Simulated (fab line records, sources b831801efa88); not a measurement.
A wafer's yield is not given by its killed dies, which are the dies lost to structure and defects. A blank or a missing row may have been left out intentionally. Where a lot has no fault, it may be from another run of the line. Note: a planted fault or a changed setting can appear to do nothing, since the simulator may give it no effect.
A struck lot beside a sound one | flow sfq line | 29 out of 325 route steps
Sound: these wafers, L326.1, L326.2, L326.6. Struck: wafers L340.1, L340.3, L340.5. The cause comes at the end.
Per side, at each step with rows, come the tool, then ch with its chambers, and then its first start. Under that, the readings that differ: sound wafers | struck wafers | difference of the means | sigmas: that difference in standard deviations of wafers without a fault.
alike: readings with means less than 2 such deviations apart, plus words and numbers identical on both sides. not compared: withheld readings, readings lacking a value on some wafer, bounds such as >300 that could conceal the same value, and numbers that have no deviation in the record and whose values overlap.
The two part at a step that has a row with sigmas, a row that says differs or no value, or rows on one side only. When numbers do not overlap yet have no deviation, they are printed without sigmas and do not part them. A reading missing from all wafers of one side parts the sides only when that side holds two or more wafers.

first, 2 steps without rows for these wafers: SFQ_TRILAYER_L0_VIA_STRIP_SOLV_CLEAN_018 (cleans in NMP, time 600 s); SFQ_TRILAYER_M0_DEP_PRE_CLEAN_020 (time 15 s).
SFQ_TRILAYER_M0_DEP_SPUTTER_019: material Nb, target thk 200 nm, time 133.3 s.
  struck on pvd sputter-06, day 12 16:27; sound on pvd sputter-03, day 8 05:08
  alike: resputter cathode voltage v, throttle valve pct
SFQ_M0_RS_MEAS_904: the measuring method here is four-point-probe.
  struck on film metro-04, day 12 16:32; sound on film metro-01, day 8 05:13
  alike: M0_NB_RS
then, 6 steps without rows for these wafers: SFQ_TRILAYER_M0_LITHO_COAT_026 (resist thk 62 nm); SFQ_TRILAYER_M0_LITHO_COAT_021 (resist thk 600 nm); SFQ_TRILAYER_M0_LITHO_SOFTBAKE_025; SFQ_TRILAYER_M0_LITHO_EXPOSE_022 (exposes mask M0, target cd 500 nm); SFQ_TRILAYER_M0_LITHO_PEB_024 (peb time 60 s); SFQ_TRILAYER_M0_LITHO_DEVELOP_023 (time 60 s).
-- the record jumps here: 5 days lie between the struck wafers' starts before and after --
SFQ_M0_OVL_MEAS_906:
  struck on overlay-01, day 17 10:25; sound on overlay-01, day 12 13:07
  alike: M0_OVL
SFQ_TRILAYER_M0_BARC_OPEN_METAL_ETCH_031: etches BARC in O2, target depth 125 nm, time 41.7 s.
  sound on rie metal-02 ch 0,1, day 12 13:10; struck on rie metal-02 ch 0, day 17 10:27
  no value came back on the struck wafers for bias w (W), chamber pressure mTorr (mTorr), drypump motor current A (A), oes product au (a.u.); on the sound wafers bias w (W) reads 79.73 80.11 80.29
  reading                                             | sound             | struck            | difference | sigmas
  model.KrF_of_TRILAYER_M0_LITHO_COAT_021.thk nm (nm) | 522.7 521.2 521.7 | 574.4 576.2 575.6 | +53.5      |
  not compared: rf hours counter h
SFQ_TRILAYER_M0_ETCH_METAL_ETCH_024: etches Nb in Cl2/Ar, stops on SiO2, target depth 240 nm, time 120 s.
  sound on rie metal-02 ch 0,1, day 12 13:13; struck on rie metal-02 ch 0, day 17 10:31
  reading                                             | sound             | struck            | difference | sigmas
  oes product au (a.u.)                               | 0.896 0.885 0.884 | 0.380 0.374 0.372 | -0.513     | -74
  model.KrF_of_TRILAYER_M0_LITHO_COAT_021.thk nm (nm) | 381.2 376.2 379.6 | 431.8 433.4 432.1 | +53.4      |
  alike: bias w, chamber pressure mTorr, drypump motor current A
  not compared: rf hours counter h
then, 2 steps without rows for these wafers: SFQ_TRILAYER_M0_STRIP_STRIP_025 (strips in O2); SFQ_TRILAYER_M0_STRIP_SOLV_CLEAN_026 (cleans in NMP, time 600 s).
SFQ_TRILAYER_I0_DEP_PECVD_027: deposits SiO2 from SiH4/N2O, time 111.11 s, target thk 500 nm.
  sound on pecvd-03 ch 0,1,2, day 12 14:07; struck on pecvd-02 ch 0,1,2, day 17 11:25
  alike: heater power w, throttle valve pct
SFQ_TRILAYER_I0_CMP_CMP_028: polishes SiO2.
  sound on cmp-02 ch 0,1,3, day 12 17:09; struck on cmp-02 ch 0,1,2, day 17 11:29
  alike: motor current A, time to endpoint s
SFQ_I0_BOW_MEAS_907:
  struck on film metro-02, day 17 14:29; sound on film metro-02, day 12 20:09
  alike: I0_BOW
then, 4 steps without rows for these wafers: SFQ_TRILAYER_I0_METRO_MEASURE_029; SFQ_TRILAYER_I0_VIA_LITHO_COAT_036 (resist thk 62 nm); SFQ_TRILAYER_I0_VIA_LITHO_COAT_031 (resist thk 650 nm); SFQ_TRILAYER_I0_VIA_LITHO_SOFTBAKE_035.
-- the record jumps here: 6 days lie between the struck wafers' starts before and after --
SFQ_TRILAYER_I0_VIA_LITHO_EXPOSE_032: exposes mask I0, target cd 500 nm.
  struck on krf scanner-01, day 23 09:27; sound on krf scanner-01 ch 0, day 17 13:43
  no value came back on the struck wafers for exposure dose mJ cm2, focus offset nm (nm), stage vel mm s (mm/s); on the sound wafers exposure dose mJ cm2 reads 21.315 21.295 21.300
  alike: mask
then, 2 steps without rows for these wafers: SFQ_TRILAYER_I0_VIA_LITHO_PEB_034 (peb time 60 s); SFQ_TRILAYER_I0_VIA_LITHO_DEVELOP_033 (time 60 s).
SFQ_I0_OVL_MEAS_908:
  struck on overlay-02, day 23 10:57; sound on overlay-02, day 17 15:13
  reading     | sound   | struck | difference                    | sigmas
  I0_OVL (nm) | -9 -6 0 | - - -  | no value on the struck wafers |
SFQ_TRILAYER_I0_VIA_BARC_OPEN_VIA_ETCH_046: etches BARC in O2, target depth 125 nm, time 41.7 s.
  sound on rie diel-04 ch 1,2,3, day 17 15:15; struck on rie diel-04 ch 0,1, day 23 10:59
  reading    | sound             | struck            | difference | sigmas
  bias w (W) | 80.21 80.31 80.36 | 79.79 79.60 79.86 | -0.54      | -2
  alike: chamber pressure mTorr, drypump motor current A, oes product au
  not compared: rf hours counter h
SFQ_TRILAYER_I0_VIA_ETCH_VIA_ETCH_034: etches SiO2 in CHF3, stops on Nb, target depth 260 nm.
  sound on rie diel-04 ch 1,2,3, day 17 15:17; struck on rie diel-04 ch 0,1, day 23 11:01
  reading               | sound             | struck            | difference | sigmas
  oes product au (a.u.) | 0.853 0.844 0.853 | 0.385 0.370 0.381 | -0.471     | -91
  model.I0.cd nm (nm)   | 500.8 497.5 498.2 | 3.034 2.9 2.031   | -496.178   |
  alike: bias w, chamber pressure mTorr, drypump motor current A
SFQ_TRILAYER_I0_VIA_STRIP_STRIP_035: strips in O2.
  sound on rie metal-01 ch 0,1, day 17 15:24; struck on rie metal-01 ch 0,1, day 23 11:08
  alike: drypump motor current A, oes product au
  not compared: rf hours counter h

== WHERE THEY PART ==
First at SFQ_TRILAYER_M0_BARC_OPEN_METAL_ETCH_031; last, within this record, at SFQ_TRILAYER_I0_VIA_ETCH_VIA_ETCH_034. Later steps at which nothing parts them and some readings are alike: SFQ_TRILAYER_I0_VIA_STRIP_STRIP_035.

WHY: the cause the simulator had injected
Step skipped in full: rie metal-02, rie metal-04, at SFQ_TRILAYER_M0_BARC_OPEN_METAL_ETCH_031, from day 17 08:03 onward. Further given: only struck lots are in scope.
